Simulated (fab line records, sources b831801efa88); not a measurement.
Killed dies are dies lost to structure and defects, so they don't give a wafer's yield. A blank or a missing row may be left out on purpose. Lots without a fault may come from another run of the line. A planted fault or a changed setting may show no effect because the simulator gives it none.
Which tool did it? | flow gf180mcu | 11 lots, 33 wafers sampled, at 7 steps of a route of 602

WHAT THE GAUGES READ, wafer by wafer
GF_V4_CD_MEAS_14: target cd 260 nm.
lot  | measured     | on        | cd_nm (nm)
L748 | day 24 06:10 | cd_sem-02 | 260.2 261.4 260.4
L752 | day 25 13:52 | cd_sem-02 | 261.1 262.0 262.1
L757 | day 27 17:40 | cd_sem-01 | 260.2 261.1 261.1
L758 | day 27 22:50 | cd_sem-02 | 258.6 258.4 258.9
L761 | day 28 15:59 | cd_sem-02 | 260.8 260.7 260.4
L763 | day 29 09:52 | cd_sem-02 | 260.7 260.0 258.4
L764 | day 29 18:26 | cd_sem-02 | 260.9 261.6 260.8
L765 | day 29 22:38 | cd_sem-02 | 262.1 261.8 261.6
L767 | day 30 08:30 | cd_sem-02 | 261.5 261.9 261.8
L768 | day 30 16:29 | cd_sem-02 | 259.0 259.5 259.3
L771 | day 31 05:55 | cd_sem-02 | 260.7 260.8 260.3

GF_MIM_THK_MEAS_06.
lot  | measured     | on            | MIM_CVD_05_THK (nm)
L748 | day 24 08:06 | film_metro-02 | 42.5 43.1 42.8
L752 | day 25 15:37 | film_metro-01 | 41.4 41.2 41.9
L757 | day 27 19:25 | film_metro-04 | 41.2 41.9 42.0
L758 | day 28 00:40 | film_metro-02 | 41.3 42.0 42.0
L761 | day 28 17:46 | film_metro-02 | 41.3 41.9 42.4
L763 | day 29 11:35 | film_metro-04 | 42.2 42.0 42.3
L764 | day 29 20:23 | film_metro-01 | 41.8 40.7 41.7
L765 | day 30 00:43 | film_metro-04 | 41.7 41.0 41.8
L767 | day 30 10:23 | film_metro-02 | 41.3 41.3 41.6
L768 | day 30 18:24 | film_metro-02 | 41.3 41.0 41.8
L771 | day 31 07:40 | film_metro-04 | 42.7 42.2 42.3

GF_MIM_RS_MEAS_10: measures by four-point-probe.
lot  | measured     | on            | MIM_ALCU_RS (ohm/sq)
L748 | day 24 08:16 | film_metro-04 | 0.1607 0.1599 0.1616
L752 | day 25 15:53 | film_metro-01 | 0.1597 0.1616 0.1593
L757 | day 27 19:36 | film_metro-02 | 9.4330 9.5282 9.4644
L758 | day 28 00:49 | film_metro-04 | 9.4921 9.4570 9.4518
L761 | day 28 17:55 | film_metro-02 | 0.1615 0.1609 0.1622
L763 | day 29 11:47 | film_metro-02 | 0.1602 0.1616 0.1591
L764 | day 29 20:33 | film_metro-01 | 0.1605 0.1593 0.1579
L765 | day 30 00:52 | film_metro-02 | 0.1588 0.1591 0.1596
L767 | day 30 10:32 | film_metro-01 | 0.1615 0.1639 0.1633
L768 | day 30 18:34 | film_metro-02 | 0.1607 0.1595 0.1607
L771 | day 31 07:52 | film_metro-02 | 0.1604 0.1600 0.1591

GF_MIM_THK_MEAS_11: measures by xrf.
lot  | measured     | on            | MIM_ALCU_THK (nm)
L748 | day 24 08:23 | film_metro-04 | 202.8 203.4 200.2
L752 | day 25 16:00 | film_metro-01 | 202.2 199.7 202.7
L757 | day 27 19:42 | film_metro-02 | <0.3 <0.3 <0.3
L758 | day 28 00:56 | film_metro-04 | <0.3 <0.3 <0.3
L761 | day 28 18:02 | film_metro-02 | 200.8 200.4 199.8
L763 | day 29 11:52 | film_metro-02 | 204.8 201.8 205.3
L764 | day 29 20:40 | film_metro-01 | 203.6 204.0 205.1
L765 | day 30 00:59 | film_metro-02 | 202.8 203.5 202.7
L767 | day 30 10:40 | film_metro-01 | 199.8 198.3 197.5
L768 | day 30 18:41 | film_metro-02 | 202.6 203.3 201.2
L771 | day 31 07:57 | film_metro-02 | 201.2 202.1 204.2

GF_V5_BOW_MEAS_05.
lot  | measured     | on            | V5_BOW (um)
L748 | day 26 04:53 | film_metro-02 | 142 124 130
L752 | day 27 10:54 | film_metro-02 | 130 129 130
L757 | day 29 11:01 | film_metro-03 | 160 157 161
L758 | day 29 17:05 | film_metro-03 | 154 156 146
L761 | day 30 09:07 | film_metro-02 | 127 140 133
L763 | day 31 02:37 | film_metro-04 | 128 122 138
L764 | day 31 10:19 | film_metro-03 | 134 128 143
L765 | day 31 14:13 | film_metro-04 | 141 136 138
L767 | day 31 23:29 | film_metro-02 | 104 112 112
L768 | day 32 06:54 | film_metro-03 | 120 112 116
L771 | day 32 19:08 | film_metro-02 | 128 141 122

WHICH TOOL RAN EACH LOT (tool, then ch and the chambers of the sampled wafers, then the start)
lot  | GF_V4_CVD_23                  | GF_MIM_SPUTTER_08
L748 | cvd_w-01 ch 0,1, day 24 07:14 | pvd_sputter-03, day 24 08:11
L752 | cvd_w-01 ch 0,1, day 25 14:46 | pvd_sputter-04, day 25 15:46
L757 | cvd_w-01 ch 0,1, day 27 18:35 | pvd_sputter-03, day 27 19:31
L758 | cvd_w-01 ch 0,1, day 27 23:49 | pvd_sputter-04, day 28 00:46
L761 | cvd_w-01 ch 0,1, day 28 16:55 | pvd_sputter-01, day 28 17:52
L763 | cvd_w-01 ch 0,1, day 29 10:45 | pvd_sputter-04, day 29 11:40
L764 | cvd_w-02 ch 0, day 29 19:32   | pvd_sputter-04, day 29 20:29
L765 | cvd_w-01 ch 0,1, day 29 23:52 | pvd_sputter-04, day 30 00:49
L767 | cvd_w-02 ch 0,1, day 30 09:31 | pvd_sputter-04, day 30 10:29
L768 | cvd_w-02 ch 0,1, day 30 17:26 | pvd_sputter-01, day 30 18:31
L771 | cvd_w-02 ch 0,1, day 31 06:49 | pvd_sputter-04, day 31 07:44
- GF_V4_CVD_23: deposits W, target thk 350 nm, time 104.9 s.
- GF_MIM_SPUTTER_08: material AlCu, target thk 200 nm, time 10.6 s.

WHAT THE TOOLS THEMSELVES READ (means of the sampled wafers that have a number; where no wafer has one, the mark that the record gives instead)
GF_V4_CVD_23.
lot  | tool     | heater_power_w (W)
L748 | cvd_w-01 | 867
L752 | cvd_w-01 | 819
L757 | cvd_w-01 | 830
L758 | cvd_w-01 | 826
L761 | cvd_w-01 | 828
L763 | cvd_w-01 | 876
L764 | cvd_w-02 | 660
L765 | cvd_w-01 | 814
L767 | cvd_w-02 | 757
L768 | cvd_w-02 | 771
L771 | cvd_w-02 | 709

GF_MIM_SPUTTER_08.
lot  | tool           | cathode_dc_power_W (W) | chamber_pressure_pa (Pa) | throttle_valve_pct (%)
L748 | pvd_sputter-03 | 10600                  | 0.4003                   | 29.5
L752 | pvd_sputter-04 | 10600                  | 0.4005                   | 30.2
L757 | pvd_sputter-03 | -                      | -                        | -
L758 | pvd_sputter-04 | -                      | -                        | -
L761 | pvd_sputter-01 | 10601                  | 0.3998                   | 28.6
L763 | pvd_sputter-04 | 10601                  | 0.3998                   | 29.8
L764 | pvd_sputter-04 | 10600                  | 0.3997                   | 29.8
L765 | pvd_sputter-04 | 10598                  | 0.3993                   | 29.7
L767 | pvd_sputter-04 | 10600                  | 0.3998                   | 29.8
L768 | pvd_sputter-01 | 10601                  | 0.3998                   | 29.1
L771 | pvd_sputter-04 | 10600                  | 0.4000                   | 29.6

THE ANSWER, worked out from the rows above alone
Rule: what is usual is taken from the lots themselves. Put in order of their means at a reading, lots are off if they are a third of the lots or fewer, leave a main group of 4 or more, and stand apart from it by a gap of 3 or more times the standard deviation of the main group's means; of several such gaps the widest counts. A main group whose means are all the same, to the digits that the tables above print for the reading, isn't used. A lot without any number at a reading at which 4 lots or more have one is off too. The other lots that the step has rows for count as sound. The gauges are gone through in route order, then the tools' own readings, and for those a lot's mean is taken as printed above. The first step at which some lot is off is used, and at that step the reading that is off furthest; a lot without a number counts as furthest.
Off: L757, L758, at GF_MIM_RS_MEAS_10 (MIM_ALCU_RS). The main group: mean 0.1605 ohm/sq, standard deviation 0.0011.
A tool fits if, at a process step before that reading, it ran every lot that is off, and no sound lot after the first of them. The gauges at GF_MIM_RS_MEAS_10 aren't tried: what is off there is off at GF_MIM_SPUTTER_08 too, on other tools, and a gauge's error can't cause that. None of those tried fits.

WHAT THE SIMULATOR HAD PUT IN
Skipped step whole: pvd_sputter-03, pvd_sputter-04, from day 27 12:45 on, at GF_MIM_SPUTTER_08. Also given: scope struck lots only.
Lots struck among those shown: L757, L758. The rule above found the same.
